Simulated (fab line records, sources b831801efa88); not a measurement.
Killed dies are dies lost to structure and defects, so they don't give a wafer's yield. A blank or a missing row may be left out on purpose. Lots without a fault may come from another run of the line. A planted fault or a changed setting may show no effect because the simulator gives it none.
A struck lot beside a sound one | flow sky130 | 18 steps out of a route of 708
Sound: wafers L189.1, L189.2, L189.5. Struck: wafers L178.2, L178.3, L178.4. The cause comes at the end.
At each step with rows: each side's tool, then ch and its chambers, then its first start. Under that, the readings that differ: sound wafers | struck wafers | difference of the means | sigmas: that difference in standard deviations of wafers without a fault.
alike: readings whose means differ by less than 2 such deviations, and words and numbers that are the same on both sides. not compared: withheld readings, readings that some wafer has no value for, bounds like >300 that may hide the same value, and numbers for which the record gives no deviation and whose values overlap.
The two part at a step that has a row with sigmas, a row that says differs or no value, or rows on one side only. Numbers that don't overlap but have no deviation are shown without sigmas and don't part them. A reading that every wafer of one side lacks parts them only if that side has two wafers or more.

first, 4 steps without rows for these wafers: SKY_LDD_HVN_SOFTBAKE_03 (time 60 s); SKY_LDD_HVN_EXPOSE_04 (exposes mask HVNTM, target cd 700 nm); SKY_LDD_HVN_PEB_05; SKY_LDD_HVN_DEVELOP_06 (develop time 60 s).
SKY_LDD_HVN_OVL_MEAS_07:
  sound on overlay-02, day 27 17:19; struck on overlay-02, day 23 17:28
  alike: LDD_HVN_OVL
then, 1 step without rows for these wafers: SKY_LDD_HVN_IMPLANT_08.
SKY_LDD_HVN_STRIP_09: strips in O2/N2.
  sound on plasma_asher-03 ch 0,1, day 27 17:31; struck on plasma_asher-03 ch 0,1, day 23 17:38
  reading               | sound             | struck            | difference | sigmas
  oes_product_au (a.u.) | 0.418 0.422 0.418 | 0.409 0.407 0.411 | -0.010     | -2
  alike: drypump_motor_current_A, o2_flow_sccm, strip_time_to_endpoint_s
  not compared: rf_hours_counter_h
SKY_LDD_HVN_TW_MEAS_10:
  sound on film_metro-02, day 27 17:37; struck on film_metro-01, day 23 17:45
  alike: LDD_HVN_TW
then, 4 steps without rows for these wafers: SKY_LDD_HVP_DEHYDRATE_00 (time 60 s); SKY_LDD_HVP_HMDS_01 (prime time 60 s); SKY_LDD_HVP_COAT_02 (resist thk 300 nm); SKY_LDD_HVP_SOFTBAKE_03 (time 60 s).
SKY_LDD_HVP_EXPOSE_04: exposes mask HVPTM, target cd 700 nm.
  sound on iline_stepper-02 ch 0, day 28 08:44; struck on iline_stepper-01 ch 0, day 24 08:41
  reading                         | sound                   | struck            | difference | sigmas
  model.LDD_HVP.overlay_x_nm (nm) | -0.8288 -0.8288 -0.8288 | 41.01 41.01 41.01 | +41.84     |
  alike: mask, stage_vel_mm_s
then, 2 steps without rows for these wafers: SKY_LDD_HVP_PEB_05; SKY_LDD_HVP_DEVELOP_06 (develop time 60 s).
SKY_LDD_HVP_OVL_MEAS_07:
  sound on overlay-01, day 28 21:29; struck on overlay-01, day 24 21:44
  reading          | sound         | struck         | difference | sigmas
  LDD_HVP_OVL (nm) | 0.3 -2.4 -1.2 | 40.9 40.9 42.3 | +42.5      | +33
then, 1 step without rows for these wafers: SKY_LDD_HVP_IMPLANT_08.
-- the record jumps here: 23 days lie between the struck wafers' starts before and after (it left off in module LDD_HVP and takes up again in module PAD_OPEN, whose first step shown is number 708 of the route) --
SKY_PAD_OPEN_PROBE_99:
  sound on prober-01, day 50 10:14; struck on prober-02, day 48 00:29
  alike: killed_at_M0_to_M3, killed_at_M4_up, killed_at_contacts, killed_at_front_end, killed_at_other, killed_dies, killed_open, killed_short

WHERE THEY PART
First at SKY_LDD_HVN_STRIP_09; last, within this record, at SKY_LDD_HVP_OVL_MEAS_07. Later steps at which nothing parts them and some readings are alike: SKY_PAD_OPEN_PROBE_99.

WHY: what the simulator had put in
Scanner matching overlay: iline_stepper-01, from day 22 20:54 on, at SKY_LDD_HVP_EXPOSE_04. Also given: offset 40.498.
